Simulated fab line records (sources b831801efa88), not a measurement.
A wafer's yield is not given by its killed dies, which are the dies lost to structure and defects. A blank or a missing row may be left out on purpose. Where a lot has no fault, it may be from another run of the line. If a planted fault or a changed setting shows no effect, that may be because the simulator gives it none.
A struck lot beside a sound one    flow sky130    18 steps out of a route of 708
Sound: the wafers L686.1, L686.4, L686.5. Struck: wafers L690.4, L690.6. At the end, the cause is stated.
Each step with rows lists, per side, the tool, then ch with its chambers, then its first start. Under that, the readings that differ: sound wafers    struck wafers    difference of the means    sigmas: that difference in standard deviations of wafers without a fault.
alike: a reading whose means differ by less than 2 such deviations, as well as words and numbers matching on both sides. not compared: withheld readings; readings where some wafer has no value; bounds like >300 that might hide an equal value; numbers whose values overlap and for which the record gives no deviation.
The two part at a step that has a row with sigmas, a row that says differs or no value, or rows on one side only. Non-overlapping numbers with no deviation appear without sigmas and do not part them. A reading missing from all wafers of one side parts the sides only when that side holds two or more wafers.

first, 3 steps without rows for these wafers: SKY_VIA2_EXPOSE_09 (exposes mask VIM2, target cd 200 nm); SKY_VIA2_PEB_10; SKY_VIA2_DEVELOP_11 (develop time 60 s).
SKY_VIA2_CD_MEAS_12: the cd target is 200 nm.
  sound on cd-sem-01 at day 38 12:01; struck on cd-sem-01 at day 39 21:53
reading     sound              struck       difference  sigmas
cd-nm (nm)  199.7 199.2 199.0  203.2 201.9  +3.3        +3
SKY_VIA2_OVL_MEAS_13:
  sound on overlay-01 at day 38 12:08; struck on overlay-02 at day 39 21:58
  alike: VIA2_OVL
SKY_VIA2_ETCH_14: etches BARC in N2/H2, stops on SiO2, time 45.9 s, target depth 60 nm.
  sound on rie-diel-03 ch 0,3, day 38 12:10; struck on rie-diel-01 ch 0,2, day 39 21:59
  alike: drypump-motor-current-A, oes-product-au, rf-fwd-power-W, throttle-valve-pct
  not compared: rf-hours-counter-h
SKY_VIA2_ETCH_15: etches SiO2 in C4F8/O2/Ar, stops on TiN, target depth 546 nm, time 84 s.
  sound on rie-diel-03 ch 0,3, day 38 12:13; struck on rie-diel-01 ch 0,2, day 39 22:02
  alike: oes-product-au, rf-fwd-power-W
  not compared: rf-hours-counter-h
SKY_VIA2_STRIP_16: strips in O2/N2.
  sound on plasma-asher-03 ch 0,1, day 38 12:16; struck on plasma-asher-04 ch 0,1, day 39 22:08
  alike: drypump-motor-current-A, oes-product-au, strip-time-to-endpoint-s
  not compared: rf-hours-counter-h
then, 3 steps without rows for these wafers: SKY_VIA2_STRIP_17 (strips in post etch residue remover, time 1200 s); SKY_VIA2_CLEAN_18 (cleans in IPA, time 180 s); SKY_VIA2_CLEAN_19 (cleans in O3/DIW).
SKY_VIA2_SPUTTER_20: material TiN, target thk 20 nm, time 80 s.
  sound on pvd-sputter-03 at day 38 12:52; struck on pvd-sputter-01 at day 39 22:41
  alike: throttle-valve-pct
SKY_VIA2_CVD_21: deposits W, target thk 420 nm, time 126.4 s.
  sound on cvd-w-02 ch 0,1, day 38 12:56; struck on cvd-w-02 ch 0, day 39 22:47
reading                             sound              struck       difference  sigmas
model.W_of_VIA2_CVD_21.thk-nm (nm)  421.6 425.4 417.7  608.3 614.9  +190.0      
  alike: heater-power-w
SKY_VIA2_RS_MEAS_22: measurement is done with a four-point probe.
  sound on film-metro-02 at day 38 13:04; struck on film-metro-02 at day 39 23:13
reading             sound              struck       difference  sigmas
VIA2_W_RS (ohm/sq)  0.271 0.269 0.274  0.188 0.185  -0.085      -24
  not compared: hold
SKY_VIA2_THK_MEAS_23: measures by xrf.
  sound on film-metro-02 at day 38 13:11; struck on film-metro-02 at day 40 03:32
  not compared: hold, VIA2_W_THK
SKY_VIA2_CMP_24: polishes, stops on SiO2, t overpolish 18.53 s, target thk 0 nm.
  sound on cmp-02 ch 2,3, day 38 13:14; struck on cmp-01 ch 3, day 40 03:58
reading                 sound        struck   difference  sigmas
time-to-endpoint-s (s)  101 107 103  135 136  +32         +6
  alike: motor-current-A
  not compared: hold
SKY_METAL3_SPUTTER_00: material Ti, target thk 15 nm, time 10 s.
  sound on pvd-sputter-04 at day 38 13:32; struck on pvd-sputter-03 at day 40 04:16
  alike: throttle-valve-pct
-- the record jumps here: 9 days lie between the struck wafers' starts before and after (it left off in module METAL3 and takes up again in module PAD_OPEN, whose first step shown is number 708 of the route) --
SKY_PAD_OPEN_PROBE_99:
  sound on prober-02 at day 47 14:29; struck on prober-02 at day 48 17:26
reading                                 sound                          struck               difference  sigmas
model.etest.nfet_16v.r-on-ohm-um        1.422e+04 1.43e+04 1.428e+04   1.733e+04 1.712e+04  +2.958e+03  
model.etest.tip-sonos.rs-ohm-sq         2656 2677 2680                 5162 5272            +2546       
model.etest.pfet_16v.r-on-ohm-um        1.549e+04 1.582e+04 1.619e+04  1.701e+04 1.702e+04  +1.182e+03  
model.etest.pfet-g5v0d10v5.r-on-ohm-um  4750 4847 4822                 6203 6108            +1349       
model.etest.nfet-g5v0d10v5.r-on-ohm-um  1880 1905 1905                 2467 2429            +551        
model.etest.tip-p.rs-ohm-sq             6788 6743 6735                 7282 7282            +527        
model.etest.pfet_01v8.r-on-ohm-um       2820 2923 2846                 3059 3023            +178        
model.etest.nfet-g5v0d10v5.drive-ua-um  607.6 603.3 605.3              400.3 395.7          -207.4      
  alike: killed_at_M0_to_M3, killed_at_M4_up, killed-at-contacts, killed-at-front-end, killed-at-other, killed-dies, killed-open, killed-short

## WHERE THEY PART
Last at SKY_VIA2_CMP_24 as far as this record goes, first at SKY_VIA2_CD_MEAS_12. Later steps at which nothing parts them and some readings are alike: SKY_METAL3_SPUTTER_00, SKY_PAD_OPEN_PROBE_99.

WHY: what had been put in by the simulator
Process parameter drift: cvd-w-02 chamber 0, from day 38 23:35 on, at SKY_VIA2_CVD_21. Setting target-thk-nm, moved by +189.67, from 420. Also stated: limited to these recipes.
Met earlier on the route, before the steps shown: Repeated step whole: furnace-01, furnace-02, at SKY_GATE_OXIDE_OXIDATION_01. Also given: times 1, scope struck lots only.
